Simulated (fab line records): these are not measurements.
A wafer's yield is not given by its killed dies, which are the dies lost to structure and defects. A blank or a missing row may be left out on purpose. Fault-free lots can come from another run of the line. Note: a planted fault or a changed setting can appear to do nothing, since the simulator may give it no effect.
Which tool is to blame?	flow gf180mcu	39 wafers from 13 lots sampled at 4 of the route's 602 steps

WHAT EACH GAUGE READ, for each wafer
The record lacks any reading of a measuring or inspecting step that a usual standard deviation could be used to judge.

WHAT TOOL EACH LOT RAN ON (gives the tool, then ch and the chambers of the sampled wafers, and finally the start)
lot	GF_M3_SPUTTER_00	GF_M4_SPUTTER_00	GF_M4_SPUTTER_04	GF_MIM_SPUTTER_03
L211	pvd sputter-02, day 20 13:32	pvd sputter-02, day 22 15:59	pvd sputter-02, day 22 16:10	pvd sputter-01, day 24 16:14
L213	pvd sputter-01, day 21 11:11	pvd sputter-04, day 23 12:17	pvd sputter-04, day 23 12:28	pvd sputter-01, day 25 11:18
L214	pvd sputter-04, day 21 14:08	pvd sputter-03, day 23 15:07	pvd sputter-03, day 23 15:17	pvd sputter-04, day 25 13:53
L217	pvd sputter-02, day 22 08:12	pvd sputter-03, day 24 07:40	pvd sputter-03, day 24 07:51	pvd sputter-01, day 26 05:47
L218	pvd sputter-02, day 23 02:31	pvd sputter-02, day 25 02:31	pvd sputter-02, day 25 02:41	pvd sputter-02, day 27 00:16
L219	pvd sputter-01, day 23 12:36	pvd sputter-03, day 25 11:35	pvd sputter-03, day 25 11:46	pvd sputter-04, day 27 08:02
L224	pvd sputter-01, day 25 07:53	pvd sputter-04, day 27 03:55	pvd sputter-04, day 27 04:05	pvd sputter-04, day 28 22:51
L226	pvd sputter-01, day 25 18:08	pvd sputter-02, day 27 14:13	pvd sputter-02, day 27 14:23	pvd sputter-04, day 29 08:55
L227	pvd sputter-02, day 26 03:58	pvd sputter-03, day 27 22:53	pvd sputter-03, day 27 23:05	pvd sputter-01, day 29 16:23
L229	pvd sputter-01, day 26 16:40	pvd sputter-03, day 28 12:35	pvd sputter-03, day 28 12:46	pvd sputter-02, day 30 05:31
L230	pvd sputter-01, day 26 20:53	pvd sputter-04, day 28 16:03	pvd sputter-04, day 28 16:14	pvd sputter-01, day 30 08:58
L231	pvd sputter-02, day 27 02:57	pvd sputter-02, day 28 22:17	pvd sputter-02, day 28 22:28	pvd sputter-02, day 30 14:38
L234	pvd sputter-02, day 27 22:13	pvd sputter-04, day 29 15:34	pvd sputter-04, day 29 15:44	pvd sputter-02, day 31 06:50
- GF_M3_SPUTTER_00: material Ti, target thk 37.5 nm, time 150 s.
- GF_M4_SPUTTER_00: material Ti, target thk 37.5 nm, time 150 s.
- GF_M4_SPUTTER_04: material TiN, target thk 50 nm, time 41.7 s.
- GF_MIM_SPUTTER_03: material Ti, target thk 10 nm, time 6.7 s.

WHAT THE TOOLS THEMSELVES READ (means of the sampled wafers that have a number; where no wafer has one, the mark that the record gives instead)
GF_M3_SPUTTER_00. Usual: cathode dc power W 4000.1 W, standard deviation 0.71; throttle valve pct 30.2 %, standard deviation 1.
lot	tool	cathode dc power W (W)	throttle valve pct (%)	flag
L211	pvd sputter-02	4000.1	30.5	
L213	pvd sputter-01	3999.7	29.2	
L214	pvd sputter-04	4000.1	30.7	
L217	pvd sputter-02	4000.0	30.4	
L218	pvd sputter-02	3999.7	30.6	
L219	pvd sputter-01	4000.6	30.2	
L224	pvd sputter-01	3999.8	30.9	
L226	pvd sputter-01	3999.6	30.7	
L227	pvd sputter-02	3999.8	30.8	
L229	pvd sputter-01	4000.4	29.1	
L230	pvd sputter-01	3999.7	30.1	
L231	pvd sputter-02	4000.1	30.4	
L234	pvd sputter-02	4000.3	30.8	

GF_M4_SPUTTER_00. Usual: cathode dc power W 3999.9 W, standard deviation 0.68; throttle valve pct 30.4 %, standard deviation 0.94.
lot	tool	cathode dc power W (W)	throttle valve pct (%)	flag
L211	pvd sputter-02	4000.4	30.8	
L213	pvd sputter-04	3999.5	29.4	
L214	pvd sputter-03	4000.5	30.9	
L217	pvd sputter-03	3999.8	30.7	
L218	pvd sputter-02	3999.4	30.5	
L219	pvd sputter-03	4000.5	30.9	
L224	pvd sputter-04	3999.8	30.6	
L226	pvd sputter-02	4000.4	30.7	
L227	pvd sputter-03	3999.7	30.2	
L229	pvd sputter-03	3999.7	31.0	
L230	pvd sputter-04	4000.5	30.0	
L231	pvd sputter-02	4000.2	30.4	
L234	pvd sputter-04	3999.7	30.3	

GF_M4_SPUTTER_04. Usual: cathode dc power W 6500.0 W, standard deviation 1.1; throttle valve pct 30.4 %, standard deviation 0.97.
lot	tool	cathode dc power W (W)	throttle valve pct (%)	flag
L211	pvd sputter-02	6499.4	30.6	
L213	pvd sputter-04	6499.8	29.5	
L214	pvd sputter-03	6500.2	30.8	
L217	pvd sputter-03	6500.6	30.8	
L218	pvd sputter-02	6499.4	30.5	
L219	pvd sputter-03	6500.9	30.8	
L224	pvd sputter-04	6499.9	30.6	
L226	pvd sputter-02	6500.5	30.7	
L227	pvd sputter-03	6499.9	30.1	
L229	pvd sputter-03	6070.4	30.8	OFF
L230	pvd sputter-04	6498.9	30.2	
L231	pvd sputter-02	6500.3	30.3	
L234	pvd sputter-04	6499.7	30.4	

GF_MIM_SPUTTER_03. Usual: cathode dc power W 2999.9 W, standard deviation 0.53; throttle valve pct 30.1 %, standard deviation 0.97.
lot	tool	cathode dc power W (W)	throttle valve pct (%)	flag
L211	pvd sputter-01	2999.9	29.3	
L213	pvd sputter-01	2999.8	30.9	
L214	pvd sputter-04	3000.5	29.2	
L217	pvd sputter-01	3000.1	30.1	
L218	pvd sputter-02	2999.7	30.8	
L219	pvd sputter-04	2999.5	30.4	
L224	pvd sputter-04	2999.5	29.4	
L226	pvd sputter-04	3000.1	30.0	
L227	pvd sputter-01	3000.5	29.9	
L229	pvd sputter-02	3000.0	30.2	
L230	pvd sputter-01	2999.5	29.1	
L231	pvd sputter-02	3000.4	30.7	
L234	pvd sputter-02	2999.9	30.9	

THE ANSWER, worked out from the rows above alone
Rule: take the mean of a lot's wafers that have a number; if it is more than 3 standard deviations from the usual mean, the lot is off. Also off: a lot with no number at a reading for which 4 or more lots have one. All remaining lots with rows at the step are treated as sound. After the gauges, taken in route order, come the tools' own readings; for these a lot's mean is taken, as printed above. The first step at which some lot is off is used, and at that step the reading that is off furthest; a lot without a number counts as furthest.
Off: L229 (GF_M4_SPUTTER_04, cathode dc power W).
A tool fits if, at that step or a process step before it, it ran every lot that is off, and no sound lot after the first of them. One candidate fits, namely pvd sputter-03 at GF_M4_SPUTTER_00 and GF_M4_SPUTTER_04. At GF_M4_SPUTTER_00 its last sound lot is L227 (day 27 22:53), its first lot that is off L229 (day 28 12:35): a fault that began between those two fits.

WHAT THE SIMULATOR HAD INSERTED
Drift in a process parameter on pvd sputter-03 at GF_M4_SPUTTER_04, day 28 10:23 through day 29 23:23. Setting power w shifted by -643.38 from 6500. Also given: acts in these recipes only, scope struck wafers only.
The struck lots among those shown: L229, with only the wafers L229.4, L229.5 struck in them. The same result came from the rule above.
